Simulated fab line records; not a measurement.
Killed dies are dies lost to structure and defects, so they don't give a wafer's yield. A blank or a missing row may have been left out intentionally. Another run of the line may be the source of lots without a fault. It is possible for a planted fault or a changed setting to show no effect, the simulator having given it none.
What tool caused it? :: flow sky130 :: Sampling: 12 lots, 36 wafers, 3 of 708 route steps

## WHAT EACH GAUGE READ, for each wafer
SKY_VIA1_THK_MEAS_23: measures by xrf. Usual: for VIA1_W_THK the level is 267 nm and the standard deviation is 5.3.
lot: L577
measured: day 34 09:31
on: film metro-01
VIA1_W_THK (nm): 263 260 262
flag: 

lot: L580
measured: day 35 19:41
on: film metro-03
VIA1_W_THK (nm): 272 261 262
flag: 

lot: L583
measured: day 36 10:44
on: film metro-04
VIA1_W_THK (nm): 276 276 274
flag: 

lot: L584
measured: day 36 23:08
on: film metro-04
VIA1_W_THK (nm): 274 277 274
flag: 

lot: L585
measured: day 37 04:13
on: film metro-03
VIA1_W_THK (nm): 267 266 265
flag: 

lot: L586
measured: day 37 18:10
on: film metro-01
VIA1_W_THK (nm): 263 264 265
flag: 

lot: L587
measured: day 38 01:23
on: film metro-03
VIA1_W_THK (nm): 263 269 267
flag: 

lot: L588
measured: day 38 05:25
on: film metro-01
VIA1_W_THK (nm): 261 261 259
flag: 

lot: L589
measured: day 38 06:50
on: film metro-04
VIA1_W_THK (nm): 262 263 265
flag: 

lot: L592
measured: day 39 11:28
on: film metro-04
VIA1_W_THK (nm): 275 279 266
flag: 

lot: L593
measured: day 39 15:32
on: film metro-03
VIA1_W_THK (nm): 261 263 260
flag: 

lot: L594
measured: day 39 18:02
on: film metro-03
VIA1_W_THK (nm): 261 262 263
flag: 

## WHAT TOOL EACH LOT RAN ON (gives the tool, then ch and the chambers of the sampled wafers, and finally the start)
lot: L577
SKY_METAL1_SPUTTER_02: pvd sputter-03, day 31 22:22
SKY_VIA1_SPUTTER_20: pvd sputter-04, day 34 09:14

lot: L580
SKY_METAL1_SPUTTER_02: pvd sputter-03, day 33 11:16
SKY_VIA1_SPUTTER_20: pvd sputter-01, day 35 19:24

lot: L583
SKY_METAL1_SPUTTER_02: pvd sputter-03, day 34 02:26
SKY_VIA1_SPUTTER_20: pvd sputter-01, day 36 10:22

lot: L584
SKY_METAL1_SPUTTER_02: pvd sputter-02, day 34 13:17
SKY_VIA1_SPUTTER_20: pvd sputter-01, day 36 22:51

lot: L585
SKY_METAL1_SPUTTER_02: pvd sputter-03, day 34 19:50
SKY_VIA1_SPUTTER_20: pvd sputter-01, day 37 03:56

lot: L586
SKY_METAL1_SPUTTER_02: pvd sputter-01, day 35 11:01
SKY_VIA1_SPUTTER_20: pvd sputter-02, day 37 17:54

lot: L587
SKY_METAL1_SPUTTER_02: pvd sputter-02, day 35 19:22
SKY_VIA1_SPUTTER_20: pvd sputter-02, day 38 01:07

lot: L588
SKY_METAL1_SPUTTER_02: pvd sputter-03, day 35 23:26
SKY_VIA1_SPUTTER_20: pvd sputter-02, day 38 05:08

lot: L589
SKY_METAL1_SPUTTER_02: pvd sputter-01, day 36 02:15
SKY_VIA1_SPUTTER_20: pvd sputter-02, day 38 06:34

lot: L592
SKY_METAL1_SPUTTER_02: pvd sputter-02, day 37 06:22
SKY_VIA1_SPUTTER_20: pvd sputter-02, day 39 11:11

lot: L593
SKY_METAL1_SPUTTER_02: pvd sputter-01, day 37 09:52
SKY_VIA1_SPUTTER_20: pvd sputter-01, day 39 15:16

lot: L594
SKY_METAL1_SPUTTER_02: pvd sputter-02, day 37 12:30
SKY_VIA1_SPUTTER_20: pvd sputter-04, day 39 17:46
- SKY_METAL1_SPUTTER_02: material AlCu, target thk 250 nm, time 13.3 s.
- SKY_VIA1_SPUTTER_20: material TiN, target thk 20 nm, time 80 s.

## WHAT THE TOOLS THEMSELVES READ (means of the sampled wafers that have a number; where no wafer has one, the mark that the record gives instead)
SKY_METAL1_SPUTTER_02. Usual: chamber pressure pa 0.4000 Pa, standard deviation 0.00083; throttle valve pct 29.9 %, standard deviation 0.84.
lot: L577
tool: pvd sputter-03
chamber pressure pa (Pa): 0.4005
throttle valve pct (%): 30.1
flag: 

lot: L580
tool: pvd sputter-03
chamber pressure pa (Pa): 0.3997
throttle valve pct (%): 29.6
flag: 

lot: L583
tool: pvd sputter-03
chamber pressure pa (Pa): 0.3990
throttle valve pct (%): 29.9
flag: 

lot: L584
tool: pvd sputter-02
chamber pressure pa (Pa): 0.4002
throttle valve pct (%): 30.3
flag: 

lot: L585
tool: pvd sputter-03
chamber pressure pa (Pa): 0.3993
throttle valve pct (%): 30.1
flag: 

lot: L586
tool: pvd sputter-01
chamber pressure pa (Pa): 0.3994
throttle valve pct (%): 28.9
flag: 

lot: L587
tool: pvd sputter-02
chamber pressure pa (Pa): 0.4001
throttle valve pct (%): 30.5
flag: 

lot: L588
tool: pvd sputter-03
chamber pressure pa (Pa): 0.4000
throttle valve pct (%): 29.5
flag: 

lot: L589
tool: pvd sputter-01
chamber pressure pa (Pa): 0.4003
throttle valve pct (%): 28.8
flag: 

lot: L592
tool: pvd sputter-02
chamber pressure pa (Pa): 0.4000
throttle valve pct (%): 30.5
flag: 

lot: L593
tool: pvd sputter-01
chamber pressure pa (Pa): 0.4003
throttle valve pct (%): 29.5
flag: 

lot: L594
tool: pvd sputter-02
chamber pressure pa (Pa): 0.3998
throttle valve pct (%): 30.5
flag: 

SKY_VIA1_SPUTTER_20. Usual: chamber pressure pa 5.000 Pa, standard deviation 0.0093; throttle valve pct 29.7 %, standard deviation 0.9.
lot: L577
tool: pvd sputter-04
chamber pressure pa (Pa): 5.012
throttle valve pct (%): 29.3
flag: 

lot: L580
tool: pvd sputter-01
chamber pressure pa (Pa): 4.995
throttle valve pct (%): 29.6
flag: 

lot: L583
tool: pvd sputter-01
chamber pressure pa (Pa): 4.991
throttle valve pct (%): 30.0
flag: 

lot: L584
tool: pvd sputter-01
chamber pressure pa (Pa): 4.996
throttle valve pct (%): 29.2
flag: 

lot: L585
tool: pvd sputter-01
chamber pressure pa (Pa): 4.993
throttle valve pct (%): 28.6
flag: 

lot: L586
tool: pvd sputter-02
chamber pressure pa (Pa): 4.998
throttle valve pct (%): 30.4
flag: 

lot: L587
tool: pvd sputter-02
chamber pressure pa (Pa): 5.000
throttle valve pct (%): 30.6
flag: 

lot: L588
tool: pvd sputter-02
chamber pressure pa (Pa): 4.997
throttle valve pct (%): 30.9
flag: 

lot: L589
tool: pvd sputter-02
chamber pressure pa (Pa): 5.003
throttle valve pct (%): 30.6
flag: 

lot: L592
tool: pvd sputter-02
chamber pressure pa (Pa): 4.999
throttle valve pct (%): 30.7
flag: 

lot: L593
tool: pvd sputter-01
chamber pressure pa (Pa): 5.002
throttle valve pct (%): 28.6
flag: 

lot: L594
tool: pvd sputter-04
chamber pressure pa (Pa): 4.993
throttle valve pct (%): 29.3
flag: 

## THE ANSWER, worked out from the rows above alone
Rule: lot off if the mean of its wafers having a number is beyond 3 standard deviations from the usual mean. Also off: a lot with no number at a reading for which 4 or more lots have one. All remaining lots with rows at the step are treated as sound. The gauges are gone through in route order, then the tools' own readings, and for those a lot's mean is taken as printed above. The first step at which some lot is off is used, and at that step the reading that is off furthest; a lot without a number counts as furthest.
No lot is off at any reading shown: from this, nothing can be told.

## WHAT THE SIMULATOR PUT IN
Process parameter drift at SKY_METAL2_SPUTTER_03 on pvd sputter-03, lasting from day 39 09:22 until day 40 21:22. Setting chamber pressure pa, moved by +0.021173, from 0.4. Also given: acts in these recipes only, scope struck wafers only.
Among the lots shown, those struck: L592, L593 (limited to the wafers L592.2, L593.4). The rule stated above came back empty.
